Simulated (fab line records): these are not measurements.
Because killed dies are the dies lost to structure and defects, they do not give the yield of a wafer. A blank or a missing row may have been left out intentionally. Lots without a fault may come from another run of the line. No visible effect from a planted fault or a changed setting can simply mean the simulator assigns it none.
Which tool is to blame? ; flow sky130 ; 13 lots, 39 wafers sampled, at 5 steps of a route of 708

WHAT EACH GAUGE READ, for each wafer
SKY_LDD_N_OVL_MEAS_07. Usual: LDD_N_OVL 0.9 nm, standard deviation 1.5.
lot;measured;on;LDD_N_OVL (nm);flag
L849;day 18 04:41;overlay-02;0.9 2.1 1.0;
L848;day 18 05:35;overlay-01;-1.7 0.8 -0.4;
L853;day 19 12:50;overlay-01;2.5 2.3 3.4;
L855;day 21 02:03;overlay-02;-2.0 -1.1 -3.6;
L857;day 22 00:30;overlay-01;1.3 1.9 2.4;
L858;day 22 05:26;overlay-02;1.6 -0.5 0.5;
L860;day 22 08:41;overlay-01;2.3 1.6 2.3;
L863;day 23 19:32;overlay-01;-2.1 1.3 -0.5;
L864;day 23 20:43;overlay-01;3.3 3.3 3.8;
L867;day 24 13:42;overlay-02;2.5 1.4 0.9;
L868;day 25 03:05;overlay-01;0.2 -0.2 0.9;
L869;day 25 11:32;overlay-02;-0.2 -1.0 0.2;
L871;day 25 18:05;overlay-02;-0.2 0.4 0.2;

SKY_LDD_P_OVL_MEAS_08. Usual: LDD_P_OVL 2.4 nm, standard deviation 1.6.
lot;measured;on;LDD_P_OVL (nm);flag
L849;day 19 12:26;overlay-02;4.3 4.5 4.8;
L848;day 19 14:27;overlay-02;0.0 0.2 1.6;
L853;day 20 21:09;overlay-02;2.3 0.7 0.6;
L855;day 22 09:47;overlay-02;1.5 2.5 0.8;
L857;day 23 07:50;overlay-01;4.1 6.0 5.8;
L858;day 23 13:07;overlay-01;6.2 5.7 5.2;
L860;day 23 16:24;overlay-02;3.6 4.0 2.7;
L863;day 25 01:32;overlay-01;2.9 2.2 2.0;
L864;day 25 09:14;overlay-02;0.4 1.8 2.9;
L867;day 25 20:26;overlay-02;3.2 1.3 3.4;
L868;day 26 08:20;overlay-02;-0.3 1.6 0.9;
L869;day 26 17:26;overlay-02;1.7 1.6 2.8;
L871;day 27 00:46;overlay-02;2.9 2.0 0.3;

SKY_LDD_HVP_OVL_MEAS_07. Usual: LDD_HVP_OVL 0.4 nm, standard deviation 1.3.
lot;measured;on;LDD_HVP_OVL (nm);flag
L849;day 22 02:33;overlay-02;1.0 2.4 1.8;
L848;day 22 06:03;overlay-02;0.2 0.1 -0.9;
L853;day 23 11:37;overlay-01;-1.6 -0.7 -0.5;
L855;day 24 22:20;overlay-02;-1.2 -2.4 -2.0;
L857;day 25 18:42;overlay-02;1.5 0.9 0.9;
L858;day 25 23:55;overlay-02;0.5 1.3 0.0;
L860;day 26 03:07;overlay-02;0.0 -0.5 -0.1;
L863;day 27 09:59;overlay-01;0.7 0.3 -0.1;
L864;day 27 17:48;overlay-01;1.9 2.8 2.3;
L867;day 28 07:04;overlay-02;1.0 -0.8 0.7;
L868;day 28 17:17;overlay-01;2.4 1.3 1.0;
L869;day 29 03:34;overlay-01;1.9 2.1 1.6;
L871;day 29 10:51;overlay-02;-1.0 -1.5 -1.1;

SKY_LDD_HVP_TW_MEAS_10. Usual: LDD_HVP_TW 454, standard deviation 5.7.
lot;measured;on;LDD_HVP_TW;flag
L849;day 22 02:50;film-metro-01;444 442 444;
L848;day 22 06:20;film-metro-01;445 445 444;
L853;day 23 11:54;film-metro-01;449 448 448;
L855;day 24 22:38;film-metro-01;445 449 446;
L857;day 25 18:59;film-metro-02;477 476 478;OFF
L858;day 26 00:12;film-metro-02;455 454 454;
L860;day 26 03:24;film-metro-03;479 481 482;OFF
L863;day 27 10:16;film-metro-03;464 462 465;
L864;day 27 18:05;film-metro-02;455 455 455;
L867;day 28 07:21;film-metro-02;455 458 452;
L868;day 28 17:35;film-metro-02;454 455 454;
L869;day 29 03:51;film-metro-02;456 457 454;
L871;day 29 11:08;film-metro-02;457 455 456;

EACH LOT AND THE TOOL THAT RAN IT (in order: tool; ch and the chambers of the sampled wafers; start)
lot;SKY_LDD_HVP_IMPLANT_08
L849;implanter-04 ch 0, day 22 02:35
L848;implanter-04 ch 0, day 22 06:06
L853;implanter-04 ch 0, day 23 11:39
L855;implanter-02 ch 0, day 24 22:23
L857;implanter-02 ch 0, day 25 18:44
L858;implanter-01 ch 0, day 25 23:57
L860;implanter-02 ch 0, day 26 03:09
L863;implanter-04 ch 0, day 27 10:03
L864;implanter-04 ch 0, day 27 17:51
L867;implanter-01 ch 0, day 28 07:07
L868;implanter-04 ch 0, day 28 17:20
L869;implanter-02 ch 0, day 29 03:37
L871;implanter-01 ch 0, day 29 10:53
- SKY_LDD_HVP_IMPLANT_08

AS READ BY THE TOOLS THEMSELVES (means over the sampled wafers that have a number; for cases with no such wafer, the mark the record gives instead)
SKY_LDD_HVP_IMPLANT_08. Usual: beam-energy-keV 20.001, standard deviation 0.007; dose-ions-cm2 1.7e+13, standard deviation 1.8e+10; tilt-deg 17.905 degrees, standard deviation 0.02.
lot;tool;beam-energy-keV;dose-ions-cm2;tilt-deg (degrees);flag
L849;implanter-04;20.003;1.7e+13;17.898;
L848;implanter-04;20.002;1.7e+13;17.913;
L853;implanter-04;20.008;1.7e+13;17.892;
L855;implanter-02;20.005;1.7e+13;17.888;
L857;implanter-02;25.275;1.7e+13;17.919;OFF
L858;implanter-01;19.995;1.7e+13;17.852;
L860;implanter-02;25.272;1.7e+13;17.899;OFF
L863;implanter-04;20.001;1.7e+13;17.916;
L864;implanter-04;20.008;1.7e+13;17.892;
L867;implanter-01;19.999;1.7e+13;17.923;
L868;implanter-04;19.995;1.7e+13;17.919;
L869;implanter-02;19.993;1.7e+13;17.907;
L871;implanter-01;20.003;1.7e+13;17.956;

THE ANSWER, worked out from the rows above alone
Rule: take the mean of a lot's wafers that have a number; if it is more than 3 standard deviations from the usual mean, the lot is off. Also off: a lot with no number at a reading for which 4 or more lots have one. The other lots that the step has rows for count as sound. First the gauges in route order, then the tools' own readings, where a lot's mean is used as printed above. The first step at which some lot is off is used, and at that step the reading that is off furthest; a lot without a number counts as furthest.
Off: L857, L860, seen at SKY_LDD_HVP_TW_MEAS_10 (LDD_HVP_TW).
If a tool, at a process step before that reading, ran all the lots that are off and no sound lot after the first of them, it fits. Not tried: the gauges at SKY_LDD_HVP_TW_MEAS_10; whatever is off there is also off at SKY_LDD_HVP_IMPLANT_08, on other tools, and gauge error can't account for it. None of those tried fits.

WHAT THE SIMULATOR PUT IN
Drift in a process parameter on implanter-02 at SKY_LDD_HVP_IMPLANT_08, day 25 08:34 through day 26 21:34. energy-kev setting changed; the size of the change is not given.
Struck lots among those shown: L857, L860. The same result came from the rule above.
